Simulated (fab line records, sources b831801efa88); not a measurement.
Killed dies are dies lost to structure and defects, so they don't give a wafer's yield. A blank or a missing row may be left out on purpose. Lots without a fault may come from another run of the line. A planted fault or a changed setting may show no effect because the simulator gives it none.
Split-lot experiment | flow gf180mcu | 5 lots, 23 wafers read, on a route of 602 steps

THE SPLIT
At GF_V2_COAT_09 (resist thk 1000 nm), the setting resist_thk_nm was moved away from the recipe's 1000 nm on 11 of the 23 wafers read, by -3.6% to +5.3%. The other wafers ran this setting at the recipe's value.

The reading is taken at the split's own step.

THE READING
KrF_of_V2_COAT_09.thk_nm (the simulator's own value, which no gauge read), in nm, at GF_V2_COAT_09 (resist thk 1000 nm). The file gives no usual value for it. The 12 wafers here that ran the recipe average 1000.0 nm, standard deviation 2.4 nm.

wafer  | tool, chamber at the split | resist_thk_nm as run, nm | against the recipe | KrF_of_V2_COAT_09.thk_nm, nm | against lot-mates on the recipe
L076.1 | litho_track-01, 0          | 1000                     | recipe             | 1001                         | -
L076.6 | litho_track-01, 0          | 1000                     | recipe             | 1001                         | -
L076.2 | litho_track-01, 0          | 963.8                    | -3.6%              | 963.3                        | -37.1
L076.3 | litho_track-01, 0          | 963.8                    | -3.6%              | 964.8                        | -35.6
L076.4 | litho_track-01, 0          | 1000                     | recipe             | 999.3                        | -
L079.2 | litho_track-01, 0          | 1000                     | recipe             | 1002                         | -
L079.4 | litho_track-01, 0          | 1000                     | recipe             | 1002                         | -
L079.5 | litho_track-01, 0          | 1000                     | recipe             | 1003                         | -
L081.1 | litho_track-01, 0          | 1023                     | +2.3%              | 1020                         | +24.5
L081.2 | litho_track-01, 0          | 1000                     | recipe             | 995.4                        | -
L081.3 | litho_track-01, 0          | 1023                     | +2.3%              | 1021                         | +25.5
L081.4 | litho_track-01, 0          | 1000                     | recipe             | 995.7                        | -
L081.6 | litho_track-01, 0          | 1023                     | +2.3%              | 1023                         | +27.5
L080.1 | litho_track-03, 0          | 1000                     | recipe             | 999.7                        | -
L080.2 | litho_track-03, 0          | 979                      | -2.1%              | 978.5                        | -21.0
L080.3 | litho_track-03, 0          | 979                      | -2.1%              | 977.8                        | -21.7
L080.5 | litho_track-03, 0          | 979                      | -2.1%              | 975.1                        | -24.4
L080.6 | litho_track-03, 0          | 1000                     | recipe             | 999.2                        | -
L083.1 | litho_track-02, 0          | 1053                     | +5.3%              | 1053                         | +52.0
L083.2 | litho_track-02, 0          | 1053                     | +5.3%              | 1053                         | +52.0
L083.4 | litho_track-02, 0          | 1000                     | recipe             | 1003                         | -
L083.5 | litho_track-02, 0          | 1053                     | +5.3%              | 1052                         | +51.0
L083.6 | litho_track-02, 0          | 1000                     | recipe             | 998.9                        | -

THE FIT
A straight line over all 23 wafers: KrF_of_V2_COAT_09.thk_nm changes by +9.98 nm for each +1% of resist_thk_nm; r = +1.00; the points scatter about the line by 2.1 nm.
The same after taking each lot's own level away (the mean of its wafers on the recipe; 23 wafers): +10.1 nm for each +1%; r = +1.00; scatter 1.6 nm.
On that fit, the largest move of resist_thk_nm shifts the reading by 53 nm.
The lots' own levels span 995.55 to 1002.33 nm, that is 2.8 times the standard deviation above.
So the lot-to-lot level changes the slope little: the two slopes agree.
Check: with one of the wafers moved furthest among these (+5.3%) left out of the fit, the line predicts +53.7 nm for it against its lot-mates. It came out at +52 nm against them.

OTHER SPLITS ON THESE WAFERS
These wafers also went through other splits before the reading. Each is held against what the fit with the lots' levels taken away leaves over:
other split on the same wafers       | wafers away from the commonest value | r with KrF_of_V2_COAT_09.thk_nm (lot level and that fit taken away)
GF_CONTACT_CMP_04 leave_above_ref_nm | 7                                    | +0.11
GF_CONTACT_EXPOSE_11 dose_mj         | 7                                    | +0.03
GF_CONTACT_SPUTTER_22 power_w        | 10                                   | +0.35
GF_M1_PEB_12 peb_time_s              | 6                                    | +0.04
GF_V1_COAT_09 resist_thk_nm          | 6                                    | -0.05
GF_V1_CMP_26 t_overpolish_s          | 9                                    | -0.02
GF_M2_SPUTTER_02 power_w             | 7                                    | -0.70
GF_M2_PEB_12 peb_time_s              | 5                                    | -0.39
GF_M2_METAL_ETCH_16 time_s           | 7                                    | -0.54

THE FILE'S OWN FIT
KrF_of_V2_COAT_09.thk_nm changes by +10.1 nm for each +1% of resist_thk_nm, r = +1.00.
